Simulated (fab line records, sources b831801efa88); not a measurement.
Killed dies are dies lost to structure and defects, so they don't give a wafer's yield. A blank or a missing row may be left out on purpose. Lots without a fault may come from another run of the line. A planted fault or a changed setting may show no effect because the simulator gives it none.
Problem report in the 8D (eight disciplines) form, filled by code | flow sky130 | the parts of the form that need people (team, actions taken, sign-off) are left out

1. THE PROBLEM
METAL1_ALCU_RS at SKY_METAL1_RS_MEAS_05 reads a mean of 0.1165 ohm/sq on 3 wafers of 2 lots; wafers without a fault read 0.1266 ohm/sq with a standard deviation of 0.0018. That is -5.6 standard deviations from the usual mean.
The step: measures by four-point-probe.
First seen on wafer L763.1, day 35 10:56, on film_metro-03. The record holds 32 wafers of 11 lots with a number at this step. Rule for "out", or "out of limits": more than 4 standard deviations from the usual mean. The other wafers with a number count as sound.

2. WHAT IT IS AND WHAT IT IS NOT
question                    | is                     | is not
which readings at this step | METAL1_ALCU_RS         | -
which lots                  | L763, L766             | L753, L755, L756, L757, L767, L771, L772, L774, L776
which wafers of those lots  | L763.1, L763.4, L766.4 | L766.3, L766.6
read on which gauges        | film_metro-03          | film_metro-01, film_metro-04
when                        | from day 35 10:56      | up to then (12 sound wafers); but 17 sound wafers of L766, L767, L771, L772, L774, L776 came after

3. SUSPECTS, AND WHAT RULES EACH OUT
Counting: a tool at a process step up to the reading stays a suspect if it ran every lot that is out. Sound lots after the first of them don't rule it out here, since some wafers of a struck lot are sound.
- the gauge at SKY_METAL1_RS_MEAS_05: kept. All the wafers that are out were read on film_metro-03, and no step on other tools shows them out.
- pvd_sputter-04 at SKY_METAL1_SPUTTER_00 (material Ti, target thk 15 nm, time 10 s): kept. It ran every lot that is out, first L763 (day 35 10:48); its last sound lot up to then is L757 (day 33 04:27).
- pvd_sputter-04 at SKY_METAL1_SPUTTER_02 (material AlCu, target thk 250 nm, time 13.3 s): kept. It ran every lot that is out, first L763 (day 35 10:51); its last sound lot up to then is L757 (day 33 04:30).
- pvd_sputter-04 at SKY_METAL1_SPUTTER_03 (material Ti, target thk 5 nm, time 3.3 s): kept. It ran every lot that is out, first L763 (day 35 10:53); its last sound lot up to then is L757 (day 33 04:32).
Left after counting: pvd_sputter-04 at SKY_METAL1_SPUTTER_00, pvd_sputter-04 at SKY_METAL1_SPUTTER_02, pvd_sputter-04 at SKY_METAL1_SPUTTER_03, film_metro-03 at SKY_METAL1_RS_MEAS_05.

4. THE CAUSE (what the simulator had put in)
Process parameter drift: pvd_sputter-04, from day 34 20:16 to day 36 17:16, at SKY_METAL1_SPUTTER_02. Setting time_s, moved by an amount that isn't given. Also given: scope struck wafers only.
Counting left 4 suspects, and this tool is among them.

5. THE CHAIN OF EFFECTS, in route order
Each row: a reading whose mean over the struck wafers that have a number lies more than 3 standard deviations from the usual. Only readings for which the record gives a usual standard deviation are gone through. hours: the time from each lot's start at the first step in this table that gives one to its start at this step, as a median over the lots. sigmas: the change in usual standard deviations.
hours | step                   | reading         | usual         | on struck wafers | change  | sigmas
0     | SKY_METAL1_RS_MEAS_05  | METAL1_ALCU_RS  | 0.1266 ohm/sq | 0.1165           | -0.0101 | -5.6
5     | SKY_METAL1_THK_MEAS_06 | METAL1_ALCU_THK | 252 nm        | 274              | +22     | +5.6

6. WHAT WOULD HAVE CAUGHT IT SOONER
In this record the first reading out of limits at a measuring or inspecting step was taken at day 35 10:56, 15 hours after the fault began at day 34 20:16.
Of the tool readings at SKY_METAL1_SPUTTER_02 for which the record gives a usual standard deviation, none was out on any struck wafer, so an alarm limit of 4 standard deviations on them would not have fired.
Of the lots that are out (2), L766 began SKY_METAL1_SPUTTER_02 on pvd_sputter-04 after day 35 10:56. A hold on the tool at that time would have spared it.
